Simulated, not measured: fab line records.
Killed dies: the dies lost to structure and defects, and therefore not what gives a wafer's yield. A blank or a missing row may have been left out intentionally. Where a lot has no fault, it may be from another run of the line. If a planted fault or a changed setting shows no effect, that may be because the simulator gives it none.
Which of the tools did it? | flow sky130 | 10 lots with 30 wafers sampled at 4 steps, on a route of 708 steps

## WHAT THE GAUGES READ, wafer by wafer
SKY_CAP2M_RS_MEAS_03: measurement is done with a four-point probe.
lot  | measured     | on            | CAP2M_TIN_RS (ohm/sq)
L722 | day 41 09:41 | film metro-04 | 6.91 6.90 6.87
L725 | day 42 21:07 | film metro-02 | 6.94 6.88 6.89
L726 | day 42 23:35 | film metro-02 | 6.98 6.95 6.96
L728 | day 43 05:56 | film metro-04 | 6.81 6.80 7.23
L730 | day 44 01:34 | film metro-02 | 6.89 6.95 6.98
L739 | day 46 01:46 | film metro-01 | 6.96 7.05 7.02
L740 | day 46 07:16 | film metro-02 | 6.95 6.98 6.95
L742 | day 46 18:25 | film metro-01 | 7.05 7.04 7.02
L744 | day 47 06:17 | film metro-01 | 6.99 6.94 6.94
L745 | day 47 11:14 | film metro-02 | 6.84 6.77 6.88

## EACH LOT AND THE TOOL THAT RAN IT (in order: tool; ch and the chambers of the sampled wafers; start)
lot  | SKY_VIA3_CMP_02               | SKY_VIA3_CMP_24               | SKY_CAP2M_SPUTTER_02
L722 | cmp-02 ch 0,2,3, day 40 06:11 | cmp-01 ch 0,1,3, day 41 09:02 | pvd sputter-01, day 41 09:34
L725 | cmp-01 ch 0,1, day 41 18:02   | cmp-01 ch 0,1,2, day 42 20:28 | pvd sputter-01, day 42 21:00
L726 | cmp-02 ch 0,2,3, day 41 20:51 | cmp-02 ch 0,1,2, day 42 22:58 | pvd sputter-01, day 42 23:25
L728 | cmp-01 ch 1,3, day 42 02:55   | cmp-02 ch 1,3, day 43 05:21   | pvd sputter-01, day 43 05:50
L730 | cmp-02 ch 1,2,3, day 42 22:14 | cmp-01 ch 0,2,3, day 44 01:01 | pvd sputter-02, day 44 01:28
L739 | cmp-01 ch 1,2,3, day 45 00:58 | cmp-01 ch 0,1, day 46 01:06   | pvd sputter-03, day 46 01:38
L740 | cmp-02 ch 1,2,3, day 45 06:34 | cmp-02 ch 1,2,3, day 46 06:37 | pvd sputter-02, day 46 07:09
L742 | cmp-01 ch 1,2,3, day 45 17:20 | cmp-01 ch 0,2,3, day 46 17:47 | pvd sputter-03, day 46 18:19
L744 | cmp-02 ch 0,3, day 46 06:55   | cmp-01 ch 1,2, day 47 05:37   | pvd sputter-01, day 47 06:09
L745 | cmp-02 ch 0,1,2, day 46 11:46 | cmp-02 ch 0,2,3, day 47 10:32 | pvd sputter-01, day 47 11:07
- SKY_VIA3_CMP_02: polishes SiO2.
- SKY_VIA3_CMP_24: polishes, stops on SiO2, t overpolish 20 s, target thk 0 nm.
- SKY_CAP2M_SPUTTER_02: material TiN, target thk 200 nm, time 166.7 s.

## AS READ BY THE TOOLS THEMSELVES (means over the sampled wafers that have a number; for cases with no such wafer, the mark the record gives instead)
SKY_VIA3_CMP_02.
lot  | tool   | motor current A (A)
L722 | cmp-02 | 11.7
L725 | cmp-01 | 11.9
L726 | cmp-02 | 11.7
L728 | cmp-01 | 12.0
L730 | cmp-02 | 12.4
L739 | cmp-01 | 12.2
L740 | cmp-02 | 12.5
L742 | cmp-01 | 12.0
L744 | cmp-02 | 12.8
L745 | cmp-02 | 11.6

SKY_VIA3_CMP_24.
lot  | tool   | motor current A (A) | overpolish run s (s) | time to endpoint s (s)
L722 | cmp-01 | 11.2                | 19.999               | 97
L725 | cmp-01 | 11.4                | 20.009               | 95
L726 | cmp-02 | 11.1                | 20.007               | 91
L728 | cmp-02 | 11.7                | 20.004               | 92
L730 | cmp-01 | 11.4                | 19.996               | 91
L739 | cmp-01 | 10.7                | 19.995               | 99
L740 | cmp-02 | 11.2                | 20.006               | 95
L742 | cmp-01 | 11.7                | 19.984               | 90
L744 | cmp-01 | 10.4                | 20.004               | 94
L745 | cmp-02 | 11.2                | 20.004               | 95

SKY_CAP2M_SPUTTER_02.
lot  | tool           | chamber pressure pa (Pa) | susceptor temp C (C) | throttle valve pct (%)
L722 | pvd sputter-01 | 0.3994                   | 300.07               | 29.1
L725 | pvd sputter-01 | 0.3999                   | 300.00               | 30.1
L726 | pvd sputter-01 | 0.4005                   | 300.08               | 28.5
L728 | pvd sputter-01 | 0.4584                   | 300.05               | 28.1
L730 | pvd sputter-02 | 0.4003                   | 299.99               | 30.5
L739 | pvd sputter-03 | 0.3990                   | 300.16               | 29.8
L740 | pvd sputter-02 | 0.4003                   | 299.93               | 30.7
L742 | pvd sputter-03 | 0.4003                   | 300.15               | 31.3
L744 | pvd sputter-01 | 0.4004                   | 299.76               | 29.6
L745 | pvd sputter-01 | 0.4002                   | 300.00               | 29.8

## THE ANSWER, worked out from the rows above alone
Rule: the usual values come from the lots themselves. Put in order of their means at a reading, lots are off if they are a third of the lots or fewer, leave a main group of 4 or more, and stand apart from it by a gap of 3 or more times the standard deviation of the main group's means; of several such gaps the widest counts. A main group whose means are all the same, to the digits that the tables above print for the reading, isn't used. A lot without any number at a reading at which 4 lots or more have one is off too. All remaining lots with rows at the step are treated as sound. The gauges are gone through in route order, then the tools' own readings, and for those a lot's mean is taken as printed above. At the first step where some lot is off, the reading lying furthest off is the one used; lots without a number count as furthest.
Off: L728 (SKY_CAP2M_SPUTTER_02, chamber pressure pa). The main group has a mean of 0.4000 Pa with a standard deviation of 0.00048.
A tool fits if, at that step or a process step before it, it ran every lot that is off, and no sound lot after the first of them. None of those tried fits.

## WHAT THE SIMULATOR HAD INSERTED
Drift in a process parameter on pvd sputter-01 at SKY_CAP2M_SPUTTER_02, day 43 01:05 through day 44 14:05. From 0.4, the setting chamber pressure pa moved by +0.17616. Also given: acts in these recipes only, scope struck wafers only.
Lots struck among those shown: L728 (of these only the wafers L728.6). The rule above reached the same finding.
